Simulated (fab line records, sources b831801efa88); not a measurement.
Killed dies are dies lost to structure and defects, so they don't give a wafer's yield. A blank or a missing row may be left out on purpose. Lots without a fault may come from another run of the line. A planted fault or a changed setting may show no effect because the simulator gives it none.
Which tool did it? | flow sky130 | 7 lots, 21 wafers sampled, at 2 steps of a route of 708

WHAT THE GAUGES READ, wafer by wafer
SKY_POLY_CUT_CD_MEAS_08: target cd 270 nm.
lot  | measured     | on        | cd_nm (nm)
L408 | day 25 10:58 | cd_sem-02 | 270.6 270.7 271.0
L410 | day 26 01:16 | cd_sem-01 | 269.3 269.1 269.1
L412 | day 26 12:09 | cd_sem-01 | 271.1 271.3 270.1
L414 | day 27 00:18 | cd_sem-02 | 269.1 270.1 270.2
L423 | day 29 19:34 | cd_sem-01 | 270.8 271.4 269.1
L425 | day 30 09:03 | cd_sem-01 | 256.6 257.4 272.5
L428 | day 31 12:43 | cd_sem-02 | 271.7 273.2 272.1

WHICH TOOL RAN EACH LOT (tool, then ch and the chambers of the sampled wafers, then the start)
lot  | SKY_POLY_CUT_EXPOSE_05
L408 | krf_scanner-02 ch 0, day 24 20:05
L410 | krf_scanner-01 ch 0, day 25 10:35
L412 | krf_scanner-01 ch 0, day 25 22:12
L414 | krf_scanner-01 ch 0, day 26 09:57
L423 | krf_scanner-01 ch 0, day 29 06:05
L425 | krf_scanner-02 ch 0, day 29 19:35
L428 | krf_scanner-01 ch 0, day 30 22:32
- SKY_POLY_CUT_EXPOSE_05: exposes mask NPCM, target cd 270 nm.

THE ANSWER, worked out from the rows above alone
Rule: what is usual is taken from the lots themselves. Put in order of their means at a reading, lots are off if they are a third of the lots or fewer, leave a main group of 4 or more, and stand apart from it by a gap of 3 or more times the standard deviation of the main group's means; of several such gaps the widest counts. A main group whose means are all the same, to the digits that the tables above print for the reading, isn't used. A lot without any number at a reading at which 4 lots or more have one is off too. The other lots that the step has rows for count as sound.
Off: L425, at SKY_POLY_CUT_CD_MEAS_08 (cd_nm). The main group: mean 270.6 nm, standard deviation 0.98.
A tool fits if, at a process step before that reading, it ran every lot that is off, and no sound lot after the first of them. The gauges at SKY_POLY_CUT_CD_MEAS_08 are tried like those tools. Can't be told from this: 2 tools fit, krf_scanner-02 at SKY_POLY_CUT_EXPOSE_05, cd_sem-01 at SKY_POLY_CUT_CD_MEAS_08.

WHAT THE SIMULATOR HAD PUT IN
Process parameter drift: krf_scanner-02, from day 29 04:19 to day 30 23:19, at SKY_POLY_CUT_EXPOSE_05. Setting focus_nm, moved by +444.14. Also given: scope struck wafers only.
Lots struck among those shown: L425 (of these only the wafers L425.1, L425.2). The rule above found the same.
